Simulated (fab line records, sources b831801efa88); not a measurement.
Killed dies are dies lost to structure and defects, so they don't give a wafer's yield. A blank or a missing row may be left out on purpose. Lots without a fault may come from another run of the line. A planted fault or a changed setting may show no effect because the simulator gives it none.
fab line records | flow sfq_line
record lots=13 wafers=39 last_day=91
route steps=325 shown I1@74 M3@119 I4@174
lots that met no fault: from a run of the same line without faults
start_h: hours from the record's first day to the start of the lot's first wafer shown | wait_h: hours since the lot's step before | " the same as in the row above | L1.1+2: a row that stands for several wafers | - no value, or no start given | * or withheld: withheld | < > ~ a bound
route shown NAME@n: a module of which the file shows steps, and the number in the route of the first | usual: mean/standard deviation of fault-free wafers | same: alike in all rows | chamber/n: place in a boat | sites: the reading at each site | _std_site: their standard deviation | _edge_site: outer sites' mean less inner sites' | radius_mm: how far each site lies from the wafer's centre | mask NAME#n: copy n | behind: the tool/chamber that last shaped the wafer | hold: why the lot was held/for how many hours/how that ended | device: the transistor (n, p or np) that didn't switch | end of line: the same wafers' tests at the end of the route | a step without rows: its recipe alone | killed: dies lost to structure and defects at the first sort, not the wafer's yield | map: a wafer's dies, x killed, . not, _ none there
set.NAME: the setting as run; set.NAME@STEP: as run at that earlier step | model.NAME: the simulator's own value behind a step, which no gauge read
steps of the route over a sample of lots; a table a step, a row a wafer
services: from which hour (start_h, from the record's first day; less than 0 if before it) a tool's chamber was out of use, for how many hours, and why
## steps
# step SFQ_TRILAYER_I1_CMP_CMP_046
# recipe material=SiO2 down_force_psi=3 platen_rpm=60 pad_velocity_m_s=0.94248
# usual motor_current_A=10.0/1.4 platen_rpm=60.00/0.044 retaining_ring_pressure_frac=1.000/0.0051 slurry_filter_dp_kPa=13.50/0.14 slurry_flow_ml_min=149.9/0.45 time_to_endpoint_s=215/6.8
# columns lot.wafer tool chamber start_h wait_h motor_current_A platen_rpm retaining_ring_pressure_frac slurry_filter_dp_kPa slurry_flow_ml_min time_to_endpoint_s
L924.3 cmp-01 0 555.98 1.0 8.7 60.05 1.004 13.58 150.0 216
L924.2 " 1 " " 9.7 60.04 1.003 13.43 150.6 212
L924.5 " 3 557.48 2.5 8.5 59.99 1.009 13.39 150.4 219
L925.3 cmp-02 1 559.78 0.0 10.3 59.97 0.998 13.62 149.8 221
L925.4 " 3 560.78 1.0 8.1 60.03 0.997 13.36 149.4 214
L925.1 " 0 " " 11.1 59.94 1.005 13.32 149.4 221
L927.1 cmp-02 2 565.78 1.2 11.6 59.99 1.002 13.43 149.3 218
L927.4 " 3 " " 8.9 60.03 1.000 13.53 150.6 223
L927.2 " 1 567.28 2.7 10.5 60.00 1.003 13.46 150.6 226
L930.4 cmp-02 2 578.13 3.9 12.5 59.94 0.992 13.58 150.0 230
L930.6 " 0 579.13 4.9 10.9 59.99 0.990 13.55 150.4 218
L930.5 " 1 " " 10.0 60.05 1.004 13.63 149.8 227
L931.4 cmp-01 1 619.28 0.0 9.5 59.99 0.995 13.33 149.7 208
L931.3 " 0 620.78 1.5 8.5 60.04 1.000 13.65 149.9 213
L931.6 " 2 621.78 2.5 11.8 60.01 0.999 13.41 149.5 210
L932.2 cmp-02 1 625.28 0.0 10.7 60.03 1.003 13.81 149.4 213
L932.3 " 2 " " 11.7 60.05 1.005 13.28 150.2 216
L932.6 " 2 627.78 2.5 12.1 60.03 1.003 13.72 149.5 224
L933.1 cmp-01 3 668.97 4.5 8.6 59.99 1.006 13.70 149.9 213
L933.4 " 0 " " 8.7 59.99 1.003 13.66 150.3 216
L933.5 " 3 670.97 6.5 8.5 59.99 1.001 13.45 150.2 224
L935.3 cmp-02 3 696.88 5.2 8.6 59.96 0.998 13.38 150.7 200
L935.2 " 0 " " 9.9 60.03 1.007 13.53 149.9 211
L935.6 " 1 " " 10.6 59.93 0.999 13.59 150.6 216
L936.2 cmp-02 1 713.72 1.8 10.3 59.97 1.005 13.59 150.2 205
L936.3 " 2 " " 12.1 59.99 0.993 13.44 150.6 205
L936.6 " 3 " " 8.8 59.94 1.001 13.41 150.4 208
L942.4 cmp-01 0 773.32 0.5 8.7 59.96 1.001 13.76 149.7 216
L942.1 " 1 " " 9.8 59.95 0.995 13.46 150.1 207
L942.5 " 0 775.32 2.5 8.7 60.02 1.006 13.59 150.4 206
L943.1 cmp-02 3 778.52 2.1 8.4 60.02 1.000 13.40 149.3 208
L943.6 " 0 " " 10.7 59.99 0.995 13.85 150.4 218
L943.5 " 1 " " 10.3 60.07 0.990 13.18 150.8 224
L944.2 cmp-02 3 780.04 0.0 8.4 59.97 1.005 13.45 150.1 199
L944.1 " 1 781.04 1.0 10.9 60.00 0.997 13.62 150.4 207
L944.6 " 3 782.04 2.0 8.9 59.96 1.000 13.67 149.8 206
L946.3 cmp-01 3 790.82 0.0 8.1 60.00 1.001 13.45 150.1 215
L946.1 " 0 " " 8.4 60.02 0.995 13.26 149.3 208
L946.5 " 0 793.32 2.5 7.7 59.98 1.009 13.66 150.2 218
# step SFQ_TRILAYER_M3_DEP_SPUTTER_073
# recipe material=Nb base_pressure_pa=1.33e-06 chamber_pressure_pa=0.1383 substrate_temp_c=20 resputter_cathode_voltage_v=400 target_thk_nm=200 power_w=2000 time_s=133.3
# usual base_pressure_pa=1.32e-06/1.1e-07 cathode_dc_power_W=2000.0/0.32 resputter_cathode_voltage_v=400/3.7 substrate_temp_c=20.00/0.11 throttle_valve_pct=30.1/0.96
# columns lot.wafer tool chamber start_h wait_h base_pressure_pa cathode_dc_power_W resputter_cathode_voltage_v substrate_temp_c throttle_valve_pct
L924.2 pvd_sputter-05 - 739.64 0.0 1.42e-06 1999.6 400 20.21 30.6
L924.3 " - " " 1.33e-06 2000.3 397 20.03 30.9
L924.5 " - " " 1.26e-06 2000.3 398 20.13 30.9
L925.1 pvd_sputter-05 - 746.07 0.0 1.28e-06 1999.9 402 19.85 30.3
L925.3 " - " " 1.23e-06 1999.9 400 20.03 30.9
L925.4 " - " " 1.22e-06 1999.8 397 19.93 30.3
L927.1 pvd_sputter-06 - 757.47 0.0 1.39e-06 2000.1 404 19.97 29.9
L927.2 " - " " 1.2e-06 1999.3 399 20.05 29.5
L927.4 " - " " 1.33e-06 1999.7 393 20.16 30.5
L930.4 pvd_sputter-05 - 767.96 0.0 1.38e-06 1999.7 399 19.86 30.5
L930.5 " - " " 1.35e-06 2000.0 399 19.83 30.5
L930.6 " - " " 1.32e-06 1999.8 401 19.81 31.1
L931.3 pvd_sputter-06 - 801.55 0.0 1.42e-06 2000.1 403 20.01 30.3
L931.4 " - " " 1.36e-06 1999.8 398 20.12 29.5
L931.6 " - " " 1.3e-06 1999.6 400 20.10 29.4
L932.2 pvd_sputter-03 - 841.14 0.0 1.46e-06 2000.2 403 19.95 31.7
L932.3 " - " " 1.26e-06 2000.0 408 20.12 27.5
L932.6 " - " " 1.27e-06 1999.6 404 19.93 27.7
L933.1 pvd_sputter-06 - 846.94 0.0 1.31e-06 2000.2 398 20.01 28.7
L933.4 " - " " 1.27e-06 2000.5 396 20.00 30.3
L933.5 " - " " 1.21e-06 1999.8 401 20.00 30.2
L935.2 pvd_sputter-03 - 877.20 0.0 1.33e-06 2000.4 398 19.94 30.5
L935.3 " - " " 1.56e-06 2000.4 398 19.88 30.4
L935.6 " - " " 1.3e-06 2000.5 398 19.99 27.8
L936.2 pvd_sputter-06 - 895.18 0.0 1.4e-06 2000.1 397 20.11 29.4
L936.3 " - " " 1.2e-06 1999.8 397 20.10 28.7
L936.6 " - " " 1.44e-06 1480.8 398 20.12 30.2
L942.1 pvd_sputter-03 - 1091.48 0.0 1.46e-06 2000.1 409 19.96 30.1
L942.4 " - " " 1.41e-06 2000.2 402 20.03 30.5
L942.5 " - " " 1.12e-06 1999.9 401 20.00 30.1
L943.1 pvd_sputter-05 - 1097.49 0.0 1.27e-06 1999.9 396 19.94 31.0
L943.5 " - " " 1.4e-06 2000.2 399 20.05 31.1
L943.6 " - " " 1.29e-06 2000.1 400 20.19 30.1
L944.1 pvd_sputter-03 - 1101.08 0.0 1.3e-06 2000.1 402 20.10 27.8
L944.2 " - " " 1.37e-06 2000.3 395 20.26 30.7
L944.6 " - " " 1.4e-06 2000.3 403 20.30 27.8
L946.1 pvd_sputter-06 - 1112.02 0.0 1.23e-06 1999.7 401 19.98 28.8
L946.3 " - " " 1.3e-06 2000.6 401 19.90 30.4
L946.5 " - " " 1.38e-06 1999.6 399 20.02 29.5
# step SFQ_M3_RS_MEAS_919
# recipe thk_meas_gauge=four-point-probe reads=Nb_of_TRILAYER_M3_DEP_SPUTTER_073
# usual M3_NB_RS=0.894/0.0078
# columns lot.wafer tool chamber start_h wait_h M3_NB_RS[ohm/sq]
L924.2 film_metro-03 - 739.75 0.1 0.872
L924.3 " - " " 0.880
L924.5 " - " " 0.877
L925.1 film_metro-04 - 746.16 0.0 0.891
L925.3 " - " " 0.893
L925.4 " - " " 0.893
L927.1 film_metro-04 - 757.56 0.0 0.895
L927.2 " - " " 0.901
L927.4 " - " " 0.897
L930.4 film_metro-03 - 768.11 0.1 0.903
L930.5 " - " " 0.903
L930.6 " - " " 0.900
L931.3 film_metro-03 - 801.68 0.1 0.892
L931.4 " - " " 0.896
L931.6 " - " " 0.888
L932.2 film_metro-01 - 841.25 0.1 0.897
L932.3 " - " " 0.903
L932.6 " - " " 0.905
L933.1 film_metro-01 - 847.03 0.0 0.889
L933.4 " - " " 0.893
L933.5 " - " " 0.891
L935.2 film_metro-01 - 877.31 0.1 0.889
L935.3 " - " " 0.891
L935.6 " - " " 0.901
L936.2 film_metro-04 - 895.29 0.1 0.892
L936.3 " - " " 0.891
L936.6 " - " " 1.222
L942.1 film_metro-01 - 1091.57 0.0 0.878
L942.4 " - " " 0.887
L942.5 " - " " 0.895
L943.1 film_metro-04 - 1097.59 0.0 0.887
L943.5 " - " " 0.892
L943.6 " - " " 0.884
L944.1 film_metro-03 - 1101.17 0.0 0.906
L944.2 " - " " 0.896
L944.6 " - " " 0.904
L946.1 film_metro-03 - 1112.11 0.0 0.896
L946.3 " - " " 0.901
L946.5 " - " " 0.900
# step SFQ_TRILAYER_M3_ETCH_METAL_ETCH_078
# recipe target=Nb stop_on=SiO2 mask_material=PR chemistry=Cl2/Ar target_depth_nm=240 icp_w=600 bias_w=80 pressure_mtorr=10 time_s=120
# usual drypump_motor_current_A=5.8/0.4 oes_product_au=0.893/0.0061
# columns lot.wafer tool chamber start_h wait_h drypump_motor_current_A oes_product_au rf_hours_counter_h
L924.2 rie_metal-02 0 896.46 0.0 6.3 0.898 59
L924.3 " 1 " " 5.5 0.899 -
L924.5 " 1 " " 5.4 0.906 -
L925.1 rie_metal-04 0 902.46 0.0 5.1 0.893 30
L925.3 " 0 " " 5.1 0.895 -
L925.4 " 1 " " 5.8 0.894 -
L927.1 rie_metal-03 1 913.26 0.0 6.0 0.894 91
L927.2 " 0 " " 6.1 0.897 6
L927.4 " 0 " " 6.1 0.896 -
L930.4 rie_metal-02 1 924.10 0.1 5.5 0.893 -
L930.5 " 0 " " 6.3 0.892 -
L930.6 " 1 " " 5.5 0.879 -
L931.3 rie_metal-03 0 955.28 0.1 6.1 0.897 -
L931.4 " 1 " " 6.0 0.892 -
L931.6 " 1 " " 6.0 0.889 -
L932.2 rie_metal-03 0 990.04 0.0 6.1 0.882 18
L932.3 " 1 " " 6.0 0.887 -
L932.6 " 1 " " 6.0 0.889 -
L933.1 rie_metal-04 1 993.64 0.0 5.8 0.897 99
L933.4 " 0 " " 5.1 0.895 -
L933.5 " 0 " " 5.1 0.902 -
L935.2 rie_metal-02 0 1017.68 0.0 6.3 0.893 77
L935.3 " 0 " " 6.3 0.900 -
L935.6 " 0 " " 6.3 0.890 -
L936.2 rie_metal-03 1 1030.19 0.0 6.0 0.901 107
L936.3 " 1 " " 6.0 0.892 -
L936.6 " 0 " " 6.1 0.754 -
L942.1 rie_metal-04 1 1094.10 0.0 5.8 0.902 117
L942.4 " 1 " " 5.8 0.891 -
L942.5 " 1 " " 5.8 0.893 -
L943.1 rie_metal-03 0 1100.11 0.0 6.1 0.895 37
L943.5 " 1 " " 6.0 0.888 -
L943.6 " 0 " " 6.1 0.897 -
L944.1 rie_metal-02 0 1233.73 0.0 6.3 0.893 107
L944.2 " 1 " " 5.4 0.880 111
L944.6 " 1 " " 5.5 0.893 -
L946.1 rie_metal-02 1 1243.33 0.0 5.4 0.885 112
L946.3 " 1 " " 5.4 0.887 -
L946.5 " 1 " " 5.4 0.891 -
# step SFQ_TRILAYER_I4_VIA_BARC_OPEN_VIA_ETCH_146
# recipe mask_material=PR chemistry=O2 target_depth_nm=125 target=BARC source_w=480.5 bias_w=80 pressure_mtorr=30 time_s=41.7
# usual drypump_motor_current_A=5.7/0.38 oes_product_au=0.686/0.0041
# columns lot.wafer tool chamber start_h wait_h drypump_motor_current_A oes_product_au rf_hours_counter_h
L924.2 rie_diel-02 0 1070.50 0.0 5.1 0.691 5
L924.3 " 1 " " 6.0 0.687 8
L924.5 " 3 " " 5.4 0.685 -
L925.1 rie_diel-01 2 1199.90 0.0 6.3 0.693 10
L925.3 " 1 " " 5.8 0.688 1
L925.4 " 3 " " 5.9 0.684 -
L927.1 rie_diel-01 0 1212.94 0.0 5.4 0.686 0
L927.2 " 3 " " 5.9 0.687 0
L927.4 " 1 " " 5.8 0.688 1
L930.4 rie_diel-03 0 1233.66 0.0 5.2 0.687 -
L930.5 " 3 " " 6.0 0.687 -
L930.6 " 1 " " 5.9 0.683 -
L931.3 rie_diel-01 0 1258.90 0.0 5.4 0.682 1
L931.4 " 3 " " 5.9 0.695 1
L931.6 " 2 " " 6.3 0.680 -
L932.2 rie_diel-01 0 1284.45 0.0 5.5 0.685 1
L932.3 " 3 " " 5.9 0.685 1
L932.6 " 3 " " 5.9 0.691 -
L933.1 rie_diel-02 0 1285.65 0.0 5.1 0.690 10
L933.4 " 1 " " 6.0 0.690 11
L933.5 " 0 " " 5.1 0.685 -
L935.2 rie_diel-02 1 1307.11 0.0 6.0 0.696 12
L935.3 " 0 " " 5.1 0.682 11
L935.6 " 3 " " 5.4 0.684 -
L936.2 rie_diel-02 2 1315.51 0.0 6.1 0.687 13
L936.3 " 1 " " 6.0 0.687 12
L936.6 " 3 " " 5.5 0.684 -
L942.1 rie_diel-03 3 1369.51 0.0 6.0 0.684 2
L942.4 " 1 " " 5.8 0.685 14
L942.5 " 2 " " 5.7 0.684 -
L943.1 rie_diel-03 2 1373.51 0.0 5.7 0.687 2
L943.5 " 3 " " 6.0 0.687 -
L943.6 " 0 " " 5.1 0.683 -
L944.1 rie_diel-02 2 1508.57 0.0 6.1 0.686 16
L944.2 " 3 " " 5.5 0.688 13
L944.6 " 0 " " 5.1 0.682 -
L946.1 rie_diel-03 2 1522.82 0.0 5.7 0.687 5
L946.3 " 1 " " 5.8 0.677 17
L946.5 " 3 " " 6.0 0.688 -
# step SFQ_TRILAYER_I4_VIA_ETCH_VIA_ETCH_106
# recipe target=SiO2 stop_on=Nb mask_material=PR taper_deg=20 chemistry=CHF3 target_depth_nm=260 source_w=500 bias_w=80 pressure_mtorr=30 time_s=withheld
# usual drypump_motor_current_A=5.7/0.38 oes_product_au=0.855/0.005
# columns lot.wafer tool chamber start_h wait_h drypump_motor_current_A oes_product_au
L924.2 rie_diel-02 0 1070.54 0.0 5.1 0.848
L924.3 " 1 " " 6.1 0.852
L924.5 " 3 " " 5.4 0.853
L925.1 rie_diel-01 2 1199.94 0.0 6.3 0.852
L925.3 " 1 " " 5.8 0.860
L925.4 " 3 " " 5.9 0.857
L927.1 rie_diel-01 0 1212.98 0.0 5.4 0.851
L927.2 " 3 " " 5.9 0.856
L927.4 " 1 " " 5.8 0.855
L930.4 rie_diel-03 0 1233.74 0.1 5.2 0.860
L930.5 " 3 " " 6.0 0.859
L930.6 " 1 " " 5.9 0.863
L931.3 rie_diel-01 0 1258.94 0.0 5.4 0.852
L931.4 " 3 " " 5.9 0.851
L931.6 " 2 " " 6.2 0.850
L932.2 rie_diel-01 0 1284.49 0.0 5.4 0.856
L932.3 " 3 " " 5.9 0.853
L932.6 " 3 " " 5.9 0.859
L933.1 rie_diel-02 0 1285.69 0.0 5.1 0.860
L933.4 " 1 " " 6.0 0.846
L933.5 " 0 " " 5.1 0.853
L935.2 rie_diel-02 1 1307.15 0.0 6.0 0.857
L935.3 " 0 " " 5.1 0.849
L935.6 " 3 " " 5.5 0.851
L936.2 rie_diel-02 2 1315.55 0.0 6.1 0.860
L936.3 " 1 " " 6.0 0.853
L936.6 " 3 " " 5.4 0.844
L942.1 rie_diel-03 3 1369.55 0.0 6.0 0.854
L942.4 " 1 " " 5.8 0.856
L942.5 " 2 " " 5.7 0.864
L943.1 rie_diel-03 2 1373.55 0.0 5.7 0.861
L943.5 " 3 " " 6.0 0.860
L943.6 " 0 " " 5.2 0.851
L944.1 rie_diel-02 2 1508.61 0.0 6.1 0.845
L944.2 " 3 " " 5.4 0.848
L944.6 " 0 " " 5.1 0.850
L946.1 rie_diel-03 2 1522.86 0.0 5.7 0.861
L946.3 " 1 " " 5.9 0.858
L946.5 " 3 " " 6.0 0.851
## services
# columns tool chamber start_h hours kind
rie_diel-02 - 535.73 0.5 repair
cmp-02 - 589.13 4.9 pm
rie_diel-02 3 598.52 12.4 repair
cmp-02 - 609.05 0.2 repair
cmp-02 - 668.34 0.3 repair
cmp-02 - 676.55 4.1 repair
rie_diel-01 3 682.70 6.9 repair
rie_diel-02 - 687.08 2.8 pm
rie_diel-01 2 690.43 1.3 repair
rie_diel-01 - 699.33 14.6 pm
rie_diel-03 2 704.23 4.7 repair
cmp-02 - 711.47 1.2 repair
rie_diel-02 2 721.98 3.6 repair
rie_diel-02 2 837.48 7.4 repair
rie_diel-02 3 859.08 11.5 repair
rie_diel-02 0 931.19 17.8 repair
rie_diel-02 1 1176.34 29.6 repair
rie_diel-02 2 1268.24 15.8 repair
rie_diel-02 3 1292.72 6.1 repair
rie_diel-02 3 1379.43 6.4 repair
rie_diel-02 1 1447.15 15.0 repair
rie_diel-02 2 1449.72 5.0 repair
rie_diel-02 - 1462.57 0.8 repair
rie_diel-02 1 1486.54 6.0 repair
## key
first_sign step=SFQ_TRILAYER_M3_DEP_SPUTTER_073 reading=cathode_dc_power_W direction=down sigmas=99+ usual=2000.0 struck=1480.8
effect step=SFQ_M3_RS_MEAS_919 reading=M3_NB_RS direction=up sigmas=42 usual=0.894 struck=1.222
effect step=SFQ_TRILAYER_M3_ETCH_METAL_ETCH_078 reading=oes_product_au direction=down sigmas=23 usual=0.893 struck=0.754
met_at SFQ_TRILAYER_M3_DEP_SPUTTER_073
struck_lots L936
struck_wafers L936.6
not_acting_at SFQ_TRILAYER_I1_CMP_CMP_046,SFQ_TRILAYER_I4_VIA_BARC_OPEN_VIA_ETCH_146,SFQ_TRILAYER_I4_VIA_ETCH_VIA_ETCH_106
onset_between 757.47 895.18
fault kind=process_parameter_drift tool=pvd_sputter-06 chamber=- onset_h=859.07 steps=SFQ_TRILAYER_M3_DEP_SPUTTER_073 channel=power_w offset=-519.2 shape=step end_h=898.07 acts_in=these_recipes_only stated=2000 scope=struck_wafers_only
